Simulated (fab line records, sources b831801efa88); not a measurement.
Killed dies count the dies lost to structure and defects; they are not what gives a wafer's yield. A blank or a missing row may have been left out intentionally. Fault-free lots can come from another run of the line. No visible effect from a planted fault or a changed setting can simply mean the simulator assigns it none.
fab line records ; flow sky130
record lots=13; wafers=39; last-day=50
route steps=708 shown SONOS_TUNNEL@166 POLY_GATE@228 PAD_OPEN@708
lots that met no fault: from a run of the same line without faults
start-h: the number of hours between the record's first day and the start of the first shown wafer of the lot ; wait-h: time in hours since the lot's previous step ; " same as the row above ; L1.1+2: several wafers, shown together as one row ; - no value, or no start given ; * or withheld: withheld ; < > ~ a bound
route shown NAME@n: NAME is a module with steps in the file, n the number in the route of the first one ; usual: mean/standard deviation of fault-free wafers ; same: alike in all rows ; chamber/n: place in a boat ; sites: per-site readings ; _std_site: the values' standard deviation ; _edge_site: mean of outer sites minus mean of inner sites ; radius-mm: for every site, how far away it sits from the centre of the wafer ; mask NAME#n: copy n ; behind: the last tool/chamber to shape the wafer ; hold: the reason the lot was held/the length of the hold in hours/how it ended ; device: the n, p or np transistor that did not switch ; end of line: the route-end tests of the same wafers ; where a step has no rows: the recipe by itself ; killed: dies that structure and defects cost at the first sort, which is not the same as the wafer's yield ; map: shows each die of a wafer: x if killed, . if not, _ if none is there
set.NAME: the setting as run; set.NAME@STEP: as run at that earlier step ; model.NAME: the simulator's own value behind a step, which no gauge read
route steps across a sampled set of lots; one table per step, one row per wafer
services: from which hour (start-h, from the record's first day; less than 0 if before it) a tool's chamber was out of use, for how many hours, and why
## steps
# step SKY_SONOS_TUNNEL_TW_MEAS_12
# usual SONOS_TUNNEL_TW=196.9/1.6
lot.wafer;tool;chamber;start-h;wait-h;SONOS_TUNNEL_TW
L161.2;film-metro-03;-;252.91;0.0;196.2
L161.4;film-metro-03;-;252.91;0.0;196.3
L161.5;film-metro-03;-;252.91;0.0;196.1
L162.2;film-metro-02;-;260.11;0.1;197.9
L162.5;film-metro-02;-;260.11;0.1;197.7
L162.6;film-metro-02;-;260.11;0.1;196.5
L165.2;film-metro-01;-;281.36;0.0;192.7
L165.4;film-metro-01;-;281.36;0.0;193.8
L165.6;film-metro-01;-;281.36;0.0;193.0
L166.1;film-metro-01;-;284.90;0.0;193.5
L166.3;film-metro-01;-;284.90;0.0;193.0
L166.6;film-metro-01;-;284.90;0.0;193.3
L167.1;film-metro-03;-;294.19;0.0;198.5
L167.2;film-metro-03;-;294.19;0.0;198.1
L167.5;film-metro-03;-;294.19;0.0;197.4
L175.1;film-metro-03;-;362.76;0.0;198.5
L175.5;film-metro-03;-;362.76;0.0;196.9
L175.6;film-metro-03;-;362.76;0.0;198.2
L176.1;film-metro-01;-;377.22;0.0;195.6
L176.2;film-metro-01;-;377.22;0.0;194.8
L176.6;film-metro-01;-;377.22;0.0;195.9
L177.1;film-metro-02;-;387.15;0.0;197.2
L177.4;film-metro-02;-;387.15;0.0;195.3
L177.6;film-metro-02;-;387.15;0.0;196.4
L178.1;film-metro-02;-;391.86;0.0;197.8
L178.3;film-metro-02;-;391.86;0.0;196.9
L178.4;film-metro-02;-;391.86;0.0;196.0
L179.3;film-metro-03;-;400.67;0.0;198.3
L179.4;film-metro-03;-;400.67;0.0;198.2
L179.5;film-metro-03;-;400.67;0.0;197.4
L181.1;film-metro-01;-;406.39;0.0;195.2
L181.5;film-metro-01;-;406.39;0.0;195.1
L181.6;film-metro-01;-;406.39;0.0;194.7
L182.3;film-metro-02;-;414.78;0.0;198.6
L182.4;film-metro-02;-;414.78;0.0;198.6
L182.5;film-metro-02;-;414.78;0.0;198.4
L184.1;film-metro-03;-;429.66;0.0;196.1
L184.3;film-metro-03;-;429.66;0.0;196.1
L184.5;film-metro-03;-;429.66;0.0;197.1
# step SKY_POLY_GATE_OVL_MEAS_14
# usual POLY_GATE_OVL=-1/5.7
lot.wafer;tool;chamber;start-h;wait-h;POLY_GATE_OVL[nm]
L161.2;overlay-02;-;372.57;0.1;-10
L161.4;overlay-02;-;372.57;0.1;-6
L161.5;overlay-02;-;372.57;0.1;-4
L162.2;overlay-02;-;383.52;0.1;-10
L162.5;overlay-02;-;383.52;0.1;-3
L162.6;overlay-02;-;383.52;0.1;-2
L165.2;overlay-02;-;402.01;0.1;-3
L165.4;overlay-02;-;402.01;0.1;-2
L165.6;overlay-02;-;402.01;0.1;1
L166.1;overlay-01;-;404.75;0.1;-7
L166.3;overlay-01;-;404.75;0.1;0
L166.6;overlay-01;-;404.75;0.1;3
L167.1;overlay-02;-;415.41;0.1;6
L167.2;overlay-02;-;415.41;0.1;-1
L167.5;overlay-02;-;415.41;0.1;6
L175.1;overlay-02;-;503.31;0.1;8
L175.5;overlay-02;-;503.31;0.1;9
L175.6;overlay-02;-;503.31;0.1;8
L176.1;overlay-02;-;516.55;0.1;7
L176.2;overlay-02;-;516.55;0.1;8
L176.6;overlay-02;-;516.55;0.1;6
L178.1;overlay-01;-;533.45;0.1;3
L178.3;overlay-01;-;533.45;0.1;5
L178.4;overlay-01;-;533.45;0.1;12
L177.1;overlay-02;-;533.95;0.1;6
L177.4;overlay-02;-;533.95;0.1;2
L177.6;overlay-02;-;533.95;0.1;-1
L179.3;overlay-02;-;546.08;0.1;-3
L179.4;overlay-02;-;546.08;0.1;-4
L179.5;overlay-02;-;546.08;0.1;-2
L181.1;overlay-02;-;546.60;0.1;-7
L181.5;overlay-02;-;546.60;0.1;1
L181.6;overlay-02;-;546.60;0.1;-9
L182.3;overlay-01;-;558.18;0.1;3
L182.4;overlay-01;-;558.18;0.1;-4
L182.5;overlay-01;-;558.18;0.1;2
L184.1;overlay-02;-;568.56;0.1;3
L184.3;overlay-02;-;568.56;0.1;-5
L184.5;overlay-02;-;568.56;0.1;-6
# step SKY_POLY_GATE_OXIDATION_20
# recipe temp-c=850; ambient=O2; stabilise-s=600; purge-s=300; target-thk-a=40; ox-time-s=899
# usual spike-tc-centre-C=850.0/1.5; spike-tc-lower-C=851.1/0.95; spike-tc-top-C=862.3/2.8; spike-tc-upper-C=850.0/1; zone-power-centre-pct=16.3/0.94
lot.wafer;tool;chamber;start-h;wait-h;spike-tc-centre-C;spike-tc-lower-C;spike-tc-top-C;spike-tc-upper-C;zone-power-centre-pct
L161.2;furnace-02;0;378.61;5.6;851.7;850.8;860.1;850.5;17.6
L161.4;furnace-02;0;378.61;5.6;851.5;851.5;860.5;849.8;17.4
L161.5;furnace-02;0;378.61;5.6;849.6;850.7;859.8;848.8;17.5
L162.2;furnace-02;0;389.74;5.8;852.0;851.4;857.8;850.9;17.5
L162.5;furnace-02;0;389.74;5.8;850.6;851.8;858.1;848.6;17.6
L162.6;furnace-02;0;389.74;5.8;850.9;851.0;857.0;850.3;17.7
L165.2;furnace-02;0;410.55;8.1;878.0;847.0;860.0;847.5;27.2
L165.4;furnace-02;0;410.55;8.1;879.4;847.5;859.3;847.8;27.5
L165.6;furnace-02;0;410.55;8.1;879.1;849.0;860.0;847.3;26.7
L166.1;furnace-02;0;410.55;5.3;879.1;847.9;860.9;845.4;27.2
L166.3;furnace-02;0;410.55;5.3;879.1;847.9;857.4;846.3;26.7
L166.6;furnace-02;0;410.55;5.3;879.2;849.3;858.3;847.0;26.5
L167.1;furnace-01;0;424.25;8.4;849.0;853.7;863.8;849.5;15.5
L167.2;furnace-01;0;424.25;8.4;849.3;851.8;864.6;849.4;15.6
L167.5;furnace-01;0;424.25;8.4;849.1;851.3;865.0;850.9;15.8
L175.1;furnace-01;0;504.80;1.1;849.5;850.7;865.9;849.1;15.6
L175.5;furnace-01;0;504.80;1.1;849.8;850.6;864.4;849.9;15.7
L175.6;furnace-01;0;504.80;1.1;849.4;850.5;865.4;850.5;15.6
L176.1;furnace-01;0;516.98;0.0;848.8;852.3;864.9;849.4;15.4
L176.2;furnace-01;0;516.98;0.0;847.6;852.3;863.9;849.7;15.6
L176.6;furnace-01;0;516.98;0.0;849.9;851.8;863.9;849.5;15.6
L178.1;furnace-02;0;533.87;0.0;851.8;849.9;858.7;850.3;17.4
L178.3;furnace-02;0;533.87;0.0;851.5;851.0;860.6;848.7;17.7
L178.4;furnace-02;0;533.87;0.0;851.0;849.9;859.4;848.9;17.3
L177.1;furnace-02;0;535.12;0.7;852.1;850.7;858.4;852.3;17.5
L177.4;furnace-02;0;535.12;0.7;852.8;851.3;857.9;849.8;17.5
L177.6;furnace-02;0;535.12;0.7;849.7;852.0;859.5;848.7;17.6
L179.3;furnace-01;0;547.27;0.8;850.5;851.5;864.3;850.7;15.2
L179.4;furnace-01;0;547.27;0.8;848.4;850.6;864.4;848.4;15.7
L179.5;furnace-01;0;547.27;0.8;848.7;852.0;862.3;850.8;15.9
L181.1;furnace-01;0;547.27;0.3;848.3;850.9;862.1;850.0;15.5
L181.5;furnace-01;0;547.27;0.3;847.7;851.3;865.2;850.3;15.6
L181.6;furnace-01;0;547.27;0.3;851.4;850.3;865.0;850.7;15.5
L182.3;furnace-01;0;559.82;1.2;849.3;852.0;866.3;849.6;15.6
L182.4;furnace-01;0;559.82;1.2;848.8;850.4;864.7;850.9;15.6
L182.5;furnace-01;0;559.82;1.2;851.1;852.4;863.8;848.7;15.5
L184.1;furnace-01;0;568.99;0.0;849.6;848.7;865.2;849.5;15.6
L184.3;furnace-01;0;568.99;0.0;848.8;850.7;865.6;849.5;15.7
L184.5;furnace-01;0;568.99;0.0;848.5;851.3;865.9;848.5;15.3
# step SKY_POLY_GATE_THK_MEAS_21
# recipe reads=SiO2_of_POLY_GATE_OXIDATION_20
# usual POLY_GATE_OXIDATION_THK=3.99/0.098
lot.wafer;tool;chamber;start-h;wait-h;POLY_GATE_OXIDATION_THK[nm]
L161.2;film-metro-01;-;379.87;0.0;3.91
L161.4;film-metro-01;-;379.87;0.0;3.93
L161.5;film-metro-01;-;379.87;0.0;3.93
L162.2;film-metro-01;-;391.00;0.0;3.99
L162.5;film-metro-01;-;391.00;0.0;3.94
L162.6;film-metro-01;-;391.00;0.0;3.97
L166.1;film-metro-01;-;411.80;0.0;4.45
L166.3;film-metro-01;-;411.80;0.0;4.52
L166.6;film-metro-01;-;411.80;0.0;4.40
L165.2;film-metro-02;-;411.81;0.0;4.29
L165.4;film-metro-02;-;411.81;0.0;4.07
L165.6;film-metro-02;-;411.81;0.0;4.02
L167.1;film-metro-01;-;425.50;0.0;4.15
L167.2;film-metro-01;-;425.50;0.0;4.24
L167.5;film-metro-01;-;425.50;0.0;4.27
L175.1;film-metro-02;-;506.05;0.0;4.06
L175.5;film-metro-02;-;506.05;0.0;4.09
L175.6;film-metro-02;-;506.05;0.0;3.97
L176.1;film-metro-02;-;518.23;0.0;4.02
L176.2;film-metro-02;-;518.23;0.0;4.09
L176.6;film-metro-02;-;518.23;0.0;4.12
L178.1;film-metro-01;-;535.12;0.0;3.94
L178.3;film-metro-01;-;535.12;0.0;3.94
L178.4;film-metro-01;-;535.12;0.0;3.88
L177.1;film-metro-02;-;536.37;0.0;3.90
L177.4;film-metro-02;-;536.37;0.0;3.88
L177.6;film-metro-02;-;536.37;0.0;3.84
L179.3;film-metro-02;-;548.56;0.0;3.92
L179.4;film-metro-02;-;548.56;0.0;3.98
L179.5;film-metro-02;-;548.56;0.0;3.99
L181.1;film-metro-01;-;548.59;0.1;3.81
L181.5;film-metro-01;-;548.59;0.1;3.90
L181.6;film-metro-01;-;548.59;0.1;3.85
L182.3;film-metro-01;-;561.09;0.0;4.02
L182.4;film-metro-01;-;561.09;0.0;3.98
L182.5;film-metro-01;-;561.09;0.0;3.95
L184.1;film-metro-01;-;570.24;0.0;3.93
L184.3;film-metro-01;-;570.24;0.0;3.86
L184.5;film-metro-01;-;570.24;0.0;3.95
# step SKY_POLY_GATE_CD_MEAS_22
# usual cd-nm=150.7/2.1
lot.wafer;tool;chamber;start-h;wait-h;cd-nm
L161.2;cd-sem-01;-;379.95;0.1;153.2
L161.4;cd-sem-01;-;379.95;0.1;151.0
L161.5;cd-sem-01;-;379.95;0.1;151.2
L162.2;cd-sem-02;-;391.08;0.1;150.1
L162.5;cd-sem-02;-;391.08;0.1;154.0
L162.6;cd-sem-02;-;391.08;0.1;151.8
L166.1;cd-sem-01;-;411.86;0.1;150.8
L166.3;cd-sem-01;-;411.86;0.1;144.3
L166.6;cd-sem-01;-;411.86;0.1;144.7
L165.2;cd-sem-02;-;411.88;0.1;150.6
L165.4;cd-sem-02;-;411.88;0.1;148.6
L165.6;cd-sem-02;-;411.88;0.1;151.5
L167.1;cd-sem-01;-;425.56;0.1;149.9
L167.2;cd-sem-01;-;425.56;0.1;147.8
L167.5;cd-sem-01;-;425.56;0.1;150.3
L175.1;cd-sem-01;-;506.11;0.1;150.1
L175.5;cd-sem-01;-;506.11;0.1;153.8
L175.6;cd-sem-01;-;506.11;0.1;150.1
L176.1;cd-sem-01;-;518.29;0.1;155.7
L176.2;cd-sem-01;-;518.29;0.1;152.0
L176.6;cd-sem-01;-;518.29;0.1;154.3
L178.1;cd-sem-01;-;535.18;0.1;149.8
L178.3;cd-sem-01;-;535.18;0.1;147.9
L178.4;cd-sem-01;-;535.18;0.1;151.5
L177.1;cd-sem-02;-;536.43;0.1;151.7
L177.4;cd-sem-02;-;536.43;0.1;149.7
L177.6;cd-sem-02;-;536.43;0.1;147.7
L179.3;cd-sem-01;-;548.82;0.3;149.6
L179.4;cd-sem-01;-;548.82;0.3;150.5
L179.5;cd-sem-01;-;548.82;0.3;150.6
L181.1;cd-sem-01;-;548.93;0.3;148.3
L181.5;cd-sem-01;-;548.93;0.3;153.0
L181.6;cd-sem-01;-;548.93;0.3;151.7
L182.3;cd-sem-01;-;561.18;0.1;151.6
L182.4;cd-sem-01;-;561.18;0.1;154.8
L182.5;cd-sem-01;-;561.18;0.1;151.6
L184.1;cd-sem-02;-;570.30;0.1;150.5
L184.3;cd-sem-02;-;570.30;0.1;149.0
L184.5;cd-sem-02;-;570.30;0.1;149.4
# step SKY_PAD_OPEN_PROBE_99
# usual killed_at_M0_to_M3=44/6.9; killed_at_M4_up=3.3/1.7; killed-at-contacts=24/4.7; killed-at-front-end=15/4.5; killed-at-other=0.2/0.49; killed-dies=86/8.4; killed-open=47/6.5; killed-short=39/6
# same gross-dies=492; killed-at-back-side=0
lot.wafer;tool;chamber;start-h;wait-h;killed_at_M0_to_M3;killed_at_M4_up;killed-at-contacts;killed-at-front-end;killed-at-other;killed-dies;killed-open;killed-short
L175.1;prober-01;-;1162.35;0.1;50;2;25;8;0;85;46;39
L175.5;prober-01;-;1162.55;0.2;35;0;27;13;0;75;46;29
L175.6;prober-01;-;1162.60;0.2;47;2;24;12;0;85;52;33
L178.1;prober-02;-;1176.64;0.1;43;3;27;16;1;90;57;33
L178.3;prober-02;-;1176.74;0.2;60;3;22;8;0;93;57;36
L178.4;prober-02;-;1176.79;0.2;43;4;27;11;0;85;49;36
L179.3;prober-01;-;1186.03;0.2;34;4;26;21;0;85;55;30
L179.4;prober-01;-;1186.08;0.2;40;3;26;25;0;94;47;47
L179.5;prober-01;-;1186.13;0.2;44;3;21;18;0;86;40;46
L184.1;prober-01;-;1196.88;0.1;58;6;20;17;0;101;47;54
L184.3;prober-01;-;1196.98;0.2;48;3;27;16;0;94;56;38
L184.5;prober-01;-;1197.08;0.2;33;5;13;16;0;67;36;31
# killed by level:class
L175.1 VIA1:geometric-particle:open=14 LI_CONTACT:geometric-particle:open=8 VIA1:geometric-particle:short=8 CONTACT:geometric-particle:open=7 METAL1:geometric-particle:short=5 LOCAL_INTERCONNECT:geometric-particle:short=5 VIA3:geometric-particle:open=5 LI_CONTACT:geometric-particle:short=4
L175.5 VIA1:geometric-particle:open=9 LI_CONTACT:geometric-particle:open=8 VIA2:geometric-particle:open=8 CONTACT:geometric-particle:open=7 METAL1:geometric-particle:short=7 CONTACT:geometric-particle:short=5 LI_CONTACT:geometric-particle:short=4 FIELD_ISO:geometric-particle:open=3
L175.6 VIA1:geometric-particle:open=11 LI_CONTACT:geometric-particle:open=10 VIA2:geometric-particle:open=10 VIA1:geometric-particle:short=6 FIELD_ISO:geometric-particle:open=5 CONTACT:geometric-particle:open=4 VIA3:geometric-particle:open=4 POLY_GATE:geometric-particle:short=3
L178.1 CONTACT:geometric-particle:open=13 VIA3:geometric-particle:open=10 VIA1:geometric-particle:open=9 LI_CONTACT:geometric-particle:open=6 LOCAL_INTERCONNECT:geometric-particle:short=6 VIA2:geometric-particle:open=6 POLY_GATE:geometric-particle:open=5 VIA2:geometric-particle:short=5
L178.3 VIA1:geometric-particle:open=15 VIA3:geometric-particle:open=9 VIA2:geometric-particle:open=8 VIA3:geometric-particle:short=7 LI_CONTACT:geometric-particle:open=7 CONTACT:geometric-particle:short=6 METAL1:geometric-particle:short=6 CONTACT:geometric-particle:open=5
L178.4 CONTACT:geometric-particle:open=16 VIA3:geometric-particle:open=10 METAL3:geometric-particle:short=6 VIA1:geometric-particle:open=6 VIA2:geometric-particle:open=5 FIELD_ISO:geometric-particle:short=4 LOCAL_INTERCONNECT:geometric-particle:short=4 CONTACT:geometric-particle:short=4
L179.3 CONTACT:geometric-particle:open=13 VIA1:geometric-particle:open=11 LI_CONTACT:geometric-particle:open=7 VIA2:geometric-particle:open=7 FIELD_ISO:geometric-particle:short=5 VIA1:geometric-particle:short=5 FIELD_ISO:geometric-particle:open=4 VIA3:geometric-particle:open=4
L179.4 CONTACT:geometric-particle:open=8 VIA1:geometric-particle:open=8 POLY_GATE:geometric-particle:short=7 LI_CONTACT:geometric-particle:open=6 VIA1:geometric-particle:short=6 FIELD_ISO:geometric-particle:short=5 LOCAL_INTERCONNECT:geometric-particle:short=5 POLY_GATE:geometric-particle:open=5
L179.5 METAL1:geometric-particle:short=7 LI_CONTACT:geometric-particle:short=6 VIA1:geometric-particle:open=6 VIA3:geometric-particle:open=6 CONTACT:geometric-particle:short=5 FIELD_ISO:geometric-particle:open=4 CONTACT:geometric-particle:open=4 POLY_GATE:geometric-particle:short=4
L184.1 VIA1:geometric-particle:open=13 VIA1:geometric-particle:short=10 VIA3:geometric-particle:open=9 LI_CONTACT:geometric-particle:open=7 CONTACT:geometric-particle:short=6 METAL4:geometric-particle:short=6 POLY_GATE:geometric-particle:open=5 METAL1:geometric-particle:short=5
L184.3 VIA1:geometric-particle:open=19 CONTACT:geometric-particle:open=12 METAL1:geometric-particle:short=8 CONTACT:geometric-particle:short=6 FIELD_ISO:geometric-particle:open=5 LI_CONTACT:geometric-particle:open=5 VIA1:geometric-particle:short=4 VIA2:geometric-particle:open=4
L184.5 VIA2:geometric-particle:open=8 VIA1:geometric-particle:open=8 FIELD_ISO:geometric-particle:short=6 METAL2:geometric-particle:short=5 LI_CONTACT:geometric-particle:open=5 METAL1:geometric-particle:short=5 POLY_GATE:geometric-particle:open=4 CONTACT:geometric-particle:open=4
## services
tool;chamber;start-h;hours;kind
furnace-01;-;358.25;3.6;pm
furnace-01;-;361.86;58.1;pm
furnace-02;-;420.41;17.9;pm
furnace-02;-;438.30;2.9;pm
furnace-01;-;506.05;4.1;pm
furnace-01;-;526.06;3.0;pm
furnace-02;-;553.31;12.7;pm
furnace-02;-;566.04;3.0;pm
## key
first-sign step=SKY_POLY_GATE_OXIDATION_20; reading=spike-tc-centre-C; direction=up; sigmas=19; usual=850.0; struck=879.0
effect step=SKY_POLY_GATE_OXIDATION_20; reading=zone-power-centre-pct; direction=up; sigmas=11; usual=16.3; struck=27.0
effect step=SKY_POLY_GATE_THK_MEAS_21; reading=POLY_GATE_OXIDATION_THK; direction=up; sigmas=3.1; usual=3.99; struck=4.29; wafers-moved=4
met-at SKY_POLY_GATE_OXIDATION_20
struck-lots L165,L166
tester-left-out L165,L166
not-acting-at SKY_SONOS_TUNNEL_TW_MEAS_12,SKY_POLY_GATE_OVL_MEAS_14,SKY_POLY_GATE_CD_MEAS_22
onset-between 389.74 410.55
fault kind=process-parameter-drift; tool=furnace-02; chamber=-; onset-h=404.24; steps=SKY_POLY_GATE_OXIDATION_20; channel=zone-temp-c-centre; offset=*; shape=step; end-h=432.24
# tester-left-out: of these lots the tester's yield and bins aren't shown, on N5 and GAA mostly nor the transistor test; their killed dies are dies lost to structure and defects alone, not to doping, threshold or leakage, so they don't give the yield
